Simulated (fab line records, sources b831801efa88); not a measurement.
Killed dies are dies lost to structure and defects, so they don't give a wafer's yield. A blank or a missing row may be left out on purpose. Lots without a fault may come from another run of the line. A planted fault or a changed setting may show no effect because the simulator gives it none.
Which tool did it? | flow sky130 | 12 lots, 36 wafers sampled, at 4 steps of a route of 708

WHAT THE GAUGES READ, wafer by wafer
The record holds no reading of a measuring or inspecting step that can be judged against a usual standard deviation.

WHICH TOOL RAN EACH LOT (tool, then ch and the chambers of the sampled wafers, then the start)
lot  | SKY_POLY_GATE_ETCH_16              | SKY_POLY_GATE_STRIP_18               | SKY_LDD_HVN_DEVELOP_06            | SKY_LDD_LDN_STRIP_12
L324 | rie_diel-01 ch 2,3, day 17 12:37   | plasma_asher-01 ch 0,1, day 17 12:46 | litho_track-04 ch 0, day 21 12:46 | plasma_asher-04 ch 0,1, day 24 03:10
L326 | rie_diel-03 ch 0,1,2, day 17 23:03 | plasma_asher-01 ch 0,1, day 17 23:13 | litho_track-02 ch 0, day 21 22:36 | plasma_asher-02 ch 0,1, day 24 12:29
L328 | rie_diel-01 ch 0,1,2, day 18 09:15 | plasma_asher-02 ch 0,1, day 18 09:26 | litho_track-04 ch 0, day 22 08:46 | plasma_asher-03 ch 0,1, day 24 20:08
L329 | rie_diel-03 ch 1,2, day 19 01:23   | plasma_asher-02 ch 0,1, day 19 01:33 | litho_track-01 ch 0, day 23 00:43 | plasma_asher-03 ch 0,1, day 25 11:55
L331 | rie_diel-01 ch 1,2,3, day 19 19:38 | plasma_asher-01 ch 0,1, day 19 19:48 | litho_track-04 ch 0, day 23 20:13 | plasma_asher-02 ch 0,1, day 26 08:26
L334 | rie_diel-03 ch 0,1,2, day 20 19:22 | plasma_asher-03 ch 0,1, day 20 19:31 | litho_track-04 ch 0, day 24 16:59 | plasma_asher-04 ch 0, day 27 05:15
L335 | rie_diel-02 ch 2,3, day 21 04:06   | plasma_asher-02 ch 0,1, day 21 04:17 | litho_track-02 ch 0, day 25 00:52 | plasma_asher-04 ch 0,1, day 27 17:31
L337 | rie_diel-01 ch 0,1,3, day 21 20:59 | plasma_asher-02 ch 0,1, day 21 21:09 | litho_track-04 ch 0, day 25 18:26 | plasma_asher-03 ch 0,1, day 28 05:16
L340 | rie_diel-01 ch 0,1, day 22 20:41   | plasma_asher-01 ch 0,1, day 22 20:53 | litho_track-02 ch 0, day 26 16:28 | plasma_asher-04 ch 0,1, day 29 01:26
L343 | rie_diel-02 ch 1,2,3, day 24 23:19 | plasma_asher-01 ch 0,1, day 24 23:28 | litho_track-04 ch 0, day 28 17:16 | plasma_asher-03 ch 0,1, day 31 02:13
L345 | rie_diel-03 ch 0,1,2, day 25 17:57 | plasma_asher-03 ch 0,1, day 25 18:07 | litho_track-04 ch 0, day 29 11:22 | plasma_asher-03 ch 0,1, day 31 20:15
L344 | rie_diel-01 ch 0,2,3, day 25 21:27 | plasma_asher-01 ch 0,1, day 25 21:37 | litho_track-04 ch 0, day 29 12:52 | plasma_asher-03 ch 0,1, day 31 20:59
- SKY_POLY_GATE_ETCH_16: etches Si3N4 in CH3F/O2, stops on poly-Si, time 147.5 s, target depth 75 nm.
- SKY_POLY_GATE_STRIP_18: strips in O2/N2.
- SKY_LDD_HVN_DEVELOP_06: develop time 60 s.
- SKY_LDD_LDN_STRIP_12: strips in O2/N2.

WHAT THE TOOLS THEMSELVES READ (means of the sampled wafers that have a number; where no wafer has one, the mark that the record gives instead)
SKY_POLY_GATE_ETCH_16. Usual: drypump_motor_current_A 5.6 A, standard deviation 0.47; oes_product_au 0.642 a.u., standard deviation 0.0054; throttle_valve_pct 10.535 %, standard deviation 0.0084.
lot  | tool        | drypump_motor_current_A (A) | oes_product_au (a.u.) | throttle_valve_pct (%) | flag
L324 | rie_diel-01 | 5.5                         | 0.641                 | 10.533                 |
L326 | rie_diel-03 | 5.5                         | 0.634                 | 10.528                 |
L328 | rie_diel-01 | 5.4                         | 0.641                 | 10.538                 |
L329 | rie_diel-03 | 5.3                         | 0.640                 | 10.539                 |
L331 | rie_diel-01 | 5.3                         | 0.645                 | 10.526                 |
L334 | rie_diel-03 | 5.4                         | 0.643                 | 10.545                 |
L335 | rie_diel-02 | 5.7                         | 0.645                 | 10.535                 |
L337 | rie_diel-01 | 5.8                         | 0.642                 | 10.535                 |
L340 | rie_diel-01 | 5.6                         | 0.640                 | 10.537                 |
L343 | rie_diel-02 | 5.8                         | 0.645                 | 10.540                 |
L345 | rie_diel-03 | 5.4                         | 0.644                 | 10.536                 |
L344 | rie_diel-01 | 5.7                         | 0.639                 | 10.537                 |

SKY_POLY_GATE_STRIP_18. Usual: drypump_motor_current_A 5.7 A, standard deviation 0.48; n2_flow_sccm 300.0 sccm, standard deviation 0.87; oes_product_au 0.360 a.u., standard deviation 0.0047; strip_time_to_endpoint_s 3.163 s, standard deviation 0.027.
lot  | tool            | drypump_motor_current_A (A) | n2_flow_sccm (sccm) | oes_product_au (a.u.) | strip_time_to_endpoint_s (s) | flag
L324 | plasma_asher-01 | 5.8                         | 298.7               | 0.361                 | 3.146                        |
L326 | plasma_asher-01 | 5.8                         | 299.9               | 0.359                 | 3.130                        |
L328 | plasma_asher-02 | 5.4                         | 300.5               | 0.363                 | 3.185                        |
L329 | plasma_asher-02 | 5.1                         | 299.8               | 0.360                 | 3.154                        |
L331 | plasma_asher-01 | 5.8                         | 299.8               | 0.364                 | 3.173                        |
L334 | plasma_asher-03 | 5.8                         | 299.3               | 0.359                 | 3.136                        |
L335 | plasma_asher-02 | 5.2                         | 300.3               | 0.354                 | 3.186                        |
L337 | plasma_asher-02 | 5.4                         | 300.7               | 0.358                 | 3.145                        |
L340 | plasma_asher-01 | 5.8                         | 299.6               | 0.360                 | 3.157                        |
L343 | plasma_asher-01 | 5.7                         | 300.4               | 0.358                 | 3.177                        |
L345 | plasma_asher-03 | 6.2                         | 299.8               | 0.364                 | 3.157                        |
L344 | plasma_asher-01 | 5.6                         | 299.4               | 0.357                 | 3.156                        |

SKY_LDD_HVN_DEVELOP_06. Usual: developer_temp_C 22.98 C, standard deviation 0.1; exhaust_pa 45.0 Pa, standard deviation 0.88.
lot  | tool           | developer_temp_C (C) | exhaust_pa (Pa) | flag
L324 | litho_track-04 | 23.02                | 45.7            |
L326 | litho_track-02 | 22.90                | 44.6            |
L328 | litho_track-04 | 22.88                | 43.9            |
L329 | litho_track-01 | 22.94                | 44.9            |
L331 | litho_track-04 | 23.05                | 44.0            |
L334 | litho_track-04 | 21.97                | 45.0            | OFF
L335 | litho_track-02 | 22.88                | 45.1            |
L337 | litho_track-04 | 21.98                | 44.9            | OFF
L340 | litho_track-02 | 23.00                | 45.8            |
L343 | litho_track-04 | 22.93                | 45.5            |
L345 | litho_track-04 | 23.00                | 43.4            |
L344 | litho_track-04 | 23.00                | 43.6            |

SKY_LDD_LDN_STRIP_12. Usual: drypump_motor_current_A 5.9 A, standard deviation 0.56; n2_flow_sccm 300.0 sccm, standard deviation 0.76; oes_product_au 0.715 a.u., standard deviation 0.0045; strip_time_to_endpoint_s 14.36 s, standard deviation 0.036.
lot  | tool            | drypump_motor_current_A (A) | n2_flow_sccm (sccm) | oes_product_au (a.u.) | strip_time_to_endpoint_s (s) | flag
L324 | plasma_asher-04 | 6.1                         | 300.1               | 0.721                 | 14.33                        |
L326 | plasma_asher-02 | 5.4                         | 300.3               | 0.712                 | 14.37                        |
L328 | plasma_asher-03 | 6.2                         | 300.3               | 0.720                 | 14.32                        |
L329 | plasma_asher-03 | 6.2                         | 300.5               | 0.718                 | 14.34                        |
L331 | plasma_asher-02 | 5.4                         | 299.5               | 0.717                 | 14.36                        |
L334 | plasma_asher-04 | 6.4                         | 299.5               | 0.719                 | 14.39                        |
L335 | plasma_asher-04 | 6.3                         | 299.9               | 0.714                 | 14.41                        |
L337 | plasma_asher-03 | 6.2                         | 299.8               | 0.715                 | 14.33                        |
L340 | plasma_asher-04 | 6.3                         | 300.7               | 0.715                 | 14.38                        |
L343 | plasma_asher-03 | 6.2                         | 300.3               | 0.712                 | 14.38                        |
L345 | plasma_asher-03 | 6.2                         | 300.5               | 0.717                 | 14.37                        |
L344 | plasma_asher-03 | 6.2                         | 300.3               | 0.716                 | 14.34                        |

THE ANSWER, worked out from the rows above alone
Rule: a lot is off if the mean of its wafers that have a number lies more than 3 standard deviations from the usual mean. A lot without any number at a reading at which 4 lots or more have one is off too. The other lots that the step has rows for count as sound. The gauges are gone through in route order, then the tools' own readings, and for those a lot's mean is taken as printed above. The first step at which some lot is off is used, and at that step the reading that is off furthest; a lot without a number counts as furthest.
Off: L334, L337, at SKY_LDD_HVN_DEVELOP_06 (developer_temp_C).
A tool fits if, at that step or a process step before it, it ran every lot that is off, and no sound lot after the first of them. None of those tried fits.

WHAT THE SIMULATOR HAD PUT IN
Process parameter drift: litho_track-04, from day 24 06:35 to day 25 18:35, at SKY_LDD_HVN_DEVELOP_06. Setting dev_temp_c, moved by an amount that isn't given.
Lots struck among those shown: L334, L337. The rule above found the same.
